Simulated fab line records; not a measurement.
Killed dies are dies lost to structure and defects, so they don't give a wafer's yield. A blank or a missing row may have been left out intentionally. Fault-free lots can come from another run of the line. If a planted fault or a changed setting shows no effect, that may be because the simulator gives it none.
The tool behind it: which one? || flow sky130 || 11 lots, 33 wafers sampled, at 4 steps of a route of 708

WHAT EACH GAUGE READ, for each wafer
SKY_DNWELL_TW_MEAS_09.
{"lot": "L401", "measured": "day 3 07:07", "on": "film metro-04", "DNWELL_TW": "1121 1123 1124"}
{"lot": "L403", "measured": "day 3 20:55", "on": "film metro-03", "DNWELL_TW": "1123 1123 1129"}
{"lot": "L404", "measured": "day 3 20:32", "on": "film metro-02", "DNWELL_TW": "1141 1133 1135"}
{"lot": "L411", "measured": "day 5 11:47", "on": "film metro-02", "DNWELL_TW": "1132 1126 1123"}
{"lot": "L414", "measured": "day 6 03:12", "on": "film metro-04", "DNWELL_TW": "1125 1125 1125"}
{"lot": "L415", "measured": "day 6 06:05", "on": "film metro-03", "DNWELL_TW": "1122 1125 1121"}
{"lot": "L416", "measured": "day 6 14:41", "on": "film metro-02", "DNWELL_TW": "1132 1143 1139"}
{"lot": "L418", "measured": "day 7 01:30", "on": "film metro-02", "DNWELL_TW": "1126 1128 1129"}
{"lot": "L420", "measured": "day 7 12:00", "on": "film metro-03", "DNWELL_TW": "1120 1122 1131"}
{"lot": "L423", "measured": "day 8 17:32", "on": "film metro-03", "DNWELL_TW": "1131 1122 1123"}
{"lot": "L424", "measured": "day 8 20:52", "on": "film metro-03", "DNWELL_TW": "1110 1120 1113"}

SKY_VT_ADJUST_LVTN_TW_MEAS_21.
{"lot": "L401", "measured": "day 7 19:02", "on": "film metro-02", "VT_ADJUST_LVTN_2_TW": "190.2 190.4 189.9"}
{"lot": "L403", "measured": "day 8 11:38", "on": "film metro-03", "VT_ADJUST_LVTN_2_TW": "188.0 188.1 189.4"}
{"lot": "L404", "measured": "day 8 11:28", "on": "film metro-02", "VT_ADJUST_LVTN_2_TW": "189.3 189.2 189.6"}
{"lot": "L411", "measured": "day 10 12:37", "on": "film metro-02", "VT_ADJUST_LVTN_2_TW": "190.4 190.3 191.4"}
{"lot": "L414", "measured": "day 11 06:41", "on": "film metro-02", "VT_ADJUST_LVTN_2_TW": "190.2 190.5 191.3"}
{"lot": "L415", "measured": "day 11 10:25", "on": "film metro-02", "VT_ADJUST_LVTN_2_TW": "190.6 190.9 189.4"}
{"lot": "L416", "measured": "day 11 20:13", "on": "film metro-03", "VT_ADJUST_LVTN_2_TW": "190.2 190.0 190.4"}
{"lot": "L418", "measured": "day 12 07:38", "on": "film metro-02", "VT_ADJUST_LVTN_2_TW": "190.2 191.0 189.1"}
{"lot": "L420", "measured": "day 12 23:11", "on": "film metro-01", "VT_ADJUST_LVTN_2_TW": "190.2 191.0 189.7"}
{"lot": "L423", "measured": "day 14 12:05", "on": "film metro-02", "VT_ADJUST_LVTN_2_TW": "190.0 190.2 189.2"}
{"lot": "L424", "measured": "day 14 13:41", "on": "film metro-03", "VT_ADJUST_LVTN_2_TW": "190.9 191.1 189.7"}

TOOL THAT RAN EACH LOT (tool first, then ch and the chambers of the sampled wafers, then the start)
{"lot": "L401", "SKY_FIELD_ISO_ETCH_15": "rie diel-01 ch 1,3, day 2 06:27", "SKY_FIELD_ISO_STRIP_16": "plasma asher-03 ch 0,1, day 2 06:32"}
{"lot": "L403", "SKY_FIELD_ISO_ETCH_15": "rie diel-03 ch 0,1, day 2 16:54", "SKY_FIELD_ISO_STRIP_16": "plasma asher-04 ch 0,1, day 2 16:59"}
{"lot": "L404", "SKY_FIELD_ISO_ETCH_15": "rie diel-04 ch 1,2,3, day 2 19:09", "SKY_FIELD_ISO_STRIP_16": "plasma asher-04 ch 0,1, day 2 19:12"}
{"lot": "L411", "SKY_FIELD_ISO_ETCH_15": "rie diel-01 ch 0,2, day 4 08:53", "SKY_FIELD_ISO_STRIP_16": "plasma asher-04 ch 0,1, day 4 08:57"}
{"lot": "L414", "SKY_FIELD_ISO_ETCH_15": "rie diel-03 ch 2,3, day 4 23:21", "SKY_FIELD_ISO_STRIP_16": "plasma asher-04 ch 0,1, day 4 23:26"}
{"lot": "L415", "SKY_FIELD_ISO_ETCH_15": "rie diel-03 ch 0,1, day 5 05:33", "SKY_FIELD_ISO_STRIP_16": "plasma asher-02 ch 0,1, day 5 05:37"}
{"lot": "L416", "SKY_FIELD_ISO_ETCH_15": "rie diel-04 ch 0,2,3, day 5 13:39", "SKY_FIELD_ISO_STRIP_16": "plasma asher-04 ch 0,1, day 5 13:43"}
{"lot": "L418", "SKY_FIELD_ISO_ETCH_15": "rie diel-03 ch 2,3, day 5 21:57", "SKY_FIELD_ISO_STRIP_16": "plasma asher-02 ch 0,1, day 5 22:02"}
{"lot": "L420", "SKY_FIELD_ISO_ETCH_15": "rie diel-03 ch 0,3, day 6 07:36", "SKY_FIELD_ISO_STRIP_16": "plasma asher-04 ch 0,1, day 6 07:39"}
{"lot": "L423", "SKY_FIELD_ISO_ETCH_15": "rie diel-03 ch 0,1, day 6 23:30", "SKY_FIELD_ISO_STRIP_16": "plasma asher-02 ch 0,1, day 6 23:34"}
{"lot": "L424", "SKY_FIELD_ISO_ETCH_15": "rie diel-03 ch 0,1,2, day 7 05:42", "SKY_FIELD_ISO_STRIP_16": "plasma asher-03 ch 0,1, day 7 05:47"}
- SKY_FIELD_ISO_ETCH_15: etches the open film in CHF3/O2, stops on Si, target depth 180 nm, time 72 s.
- SKY_FIELD_ISO_STRIP_16: strips in O2/N2.

AS READ BY THE TOOLS THEMSELVES (means over the sampled wafers that have a number; for cases with no such wafer, the mark the record gives instead)
SKY_FIELD_ISO_ETCH_15.
{"lot": "L401", "tool": "rie diel-01", "drypump motor current A (A)": 5.3, "oes product au (a.u.)": 0.943, "run length s (s)": 100.5, "throttle valve pct (%)": 8.850}
{"lot": "L403", "tool": "rie diel-03", "drypump motor current A (A)": 5.8, "oes product au (a.u.)": 0.952, "run length s (s)": 100.0, "throttle valve pct (%)": 8.849}
{"lot": "L404", "tool": "rie diel-04", "drypump motor current A (A)": 6.0, "oes product au (a.u.)": 0.942, "run length s (s)": 100.2, "throttle valve pct (%)": 8.852}
{"lot": "L411", "tool": "rie diel-01", "drypump motor current A (A)": 5.7, "oes product au (a.u.)": 0.979, "run length s (s)": 95.4, "throttle valve pct (%)": 8.856}
{"lot": "L414", "tool": "rie diel-03", "drypump motor current A (A)": 5.8, "oes product au (a.u.)": 0.947, "run length s (s)": 100.2, "throttle valve pct (%)": 8.839}
{"lot": "L415", "tool": "rie diel-03", "drypump motor current A (A)": 5.7, "oes product au (a.u.)": 0.951, "run length s (s)": 100.0, "throttle valve pct (%)": 8.836}
{"lot": "L416", "tool": "rie diel-04", "drypump motor current A (A)": 5.8, "oes product au (a.u.)": 0.948, "run length s (s)": 99.9, "throttle valve pct (%)": 8.839}
{"lot": "L418", "tool": "rie diel-03", "drypump motor current A (A)": 6.0, "oes product au (a.u.)": 0.952, "run length s (s)": 100.2, "throttle valve pct (%)": 8.862}
{"lot": "L420", "tool": "rie diel-03", "drypump motor current A (A)": 5.5, "oes product au (a.u.)": 0.950, "run length s (s)": 100.0, "throttle valve pct (%)": 8.845}
{"lot": "L423", "tool": "rie diel-03", "drypump motor current A (A)": 5.8, "oes product au (a.u.)": 0.947, "run length s (s)": 100.0, "throttle valve pct (%)": 8.848}
{"lot": "L424", "tool": "rie diel-03", "drypump motor current A (A)": 5.9, "oes product au (a.u.)": 0.949, "run length s (s)": 100.1, "throttle valve pct (%)": 8.847}

SKY_FIELD_ISO_STRIP_16.
{"lot": "L401", "tool": "plasma asher-03", "drypump motor current A (A)": 5.5, "n2 flow sccm (sccm)": 300.2, "oes product au (a.u.)": 0.381, "strip time to endpoint s (s)": 3.518}
{"lot": "L403", "tool": "plasma asher-04", "drypump motor current A (A)": 5.7, "n2 flow sccm (sccm)": 300.1, "oes product au (a.u.)": 0.377, "strip time to endpoint s (s)": 3.533}
{"lot": "L404", "tool": "plasma asher-04", "drypump motor current A (A)": 5.7, "n2 flow sccm (sccm)": 300.2, "oes product au (a.u.)": 0.376, "strip time to endpoint s (s)": 3.546}
{"lot": "L411", "tool": "plasma asher-04", "drypump motor current A (A)": 5.7, "n2 flow sccm (sccm)": 299.8, "oes product au (a.u.)": 0.379, "strip time to endpoint s (s)": 3.632}
{"lot": "L414", "tool": "plasma asher-04", "drypump motor current A (A)": 5.7, "n2 flow sccm (sccm)": 298.7, "oes product au (a.u.)": 0.379, "strip time to endpoint s (s)": 3.529}
{"lot": "L415", "tool": "plasma asher-02", "drypump motor current A (A)": 5.5, "n2 flow sccm (sccm)": 300.0, "oes product au (a.u.)": 0.379, "strip time to endpoint s (s)": 3.534}
{"lot": "L416", "tool": "plasma asher-04", "drypump motor current A (A)": 5.7, "n2 flow sccm (sccm)": 299.5, "oes product au (a.u.)": 0.379, "strip time to endpoint s (s)": 3.543}
{"lot": "L418", "tool": "plasma asher-02", "drypump motor current A (A)": 5.8, "n2 flow sccm (sccm)": 300.1, "oes product au (a.u.)": 0.381, "strip time to endpoint s (s)": 3.562}
{"lot": "L420", "tool": "plasma asher-04", "drypump motor current A (A)": 5.7, "n2 flow sccm (sccm)": 300.3, "oes product au (a.u.)": 0.376, "strip time to endpoint s (s)": 3.508}
{"lot": "L423", "tool": "plasma asher-02", "drypump motor current A (A)": 5.8, "n2 flow sccm (sccm)": 300.6, "oes product au (a.u.)": 0.379, "strip time to endpoint s (s)": 3.592}
{"lot": "L424", "tool": "plasma asher-03", "drypump motor current A (A)": 5.9, "n2 flow sccm (sccm)": 298.7, "oes product au (a.u.)": 0.381, "strip time to endpoint s (s)": 3.575}

THE ANSWER, worked out from the rows above alone
Rule: the usual values come from the lots themselves. The widest of any qualifying gaps counts: lots, ordered by their means at a reading, are off when they make up no more than a third of the lots, leave a main group of 4 or more, and stand apart from it by 3 or more times the standard deviation of that group's means. Not used: any main group whose means are identical at the precision the tables above print for the reading. A lot without any number at a reading at which 4 lots or more have one is off too. Any other lot the step has rows for is counted as sound. First the gauges in route order, then the tools' own readings, where a lot's mean is used as printed above. The first step at which some lot is off is used, and at that step the reading that is off furthest; a lot without a number counts as furthest.
Off: L411, at SKY_FIELD_ISO_ETCH_15 (run length s). Main group: mean 100.1 s, sd 0.16.
A tool fits if, at that step or a process step before it, it ran every lot that is off, and no sound lot after the first of them. One candidate fits, namely rie diel-01 at SKY_FIELD_ISO_ETCH_15. A fault onset in the window from L401 (day 2 06:27, its last sound lot) to L411 (day 4 08:53, its first lot off) fits.
The tool's own readings at SKY_FIELD_ISO_ETCH_15 bear it out: on the lots that are off they differ by more than 5 times the standard deviation of the sound lots' means. oes product au reads 0.979 a.u. there against 0.948 a.u. on the sound lots; run length s reads 95.4 s there against 100.1 s on the sound lots.

WHAT THE SIMULATOR HAD PUT IN
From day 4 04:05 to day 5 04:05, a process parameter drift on rie diel-01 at SKY_FIELD_ISO_ETCH_15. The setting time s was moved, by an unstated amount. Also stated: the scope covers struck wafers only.
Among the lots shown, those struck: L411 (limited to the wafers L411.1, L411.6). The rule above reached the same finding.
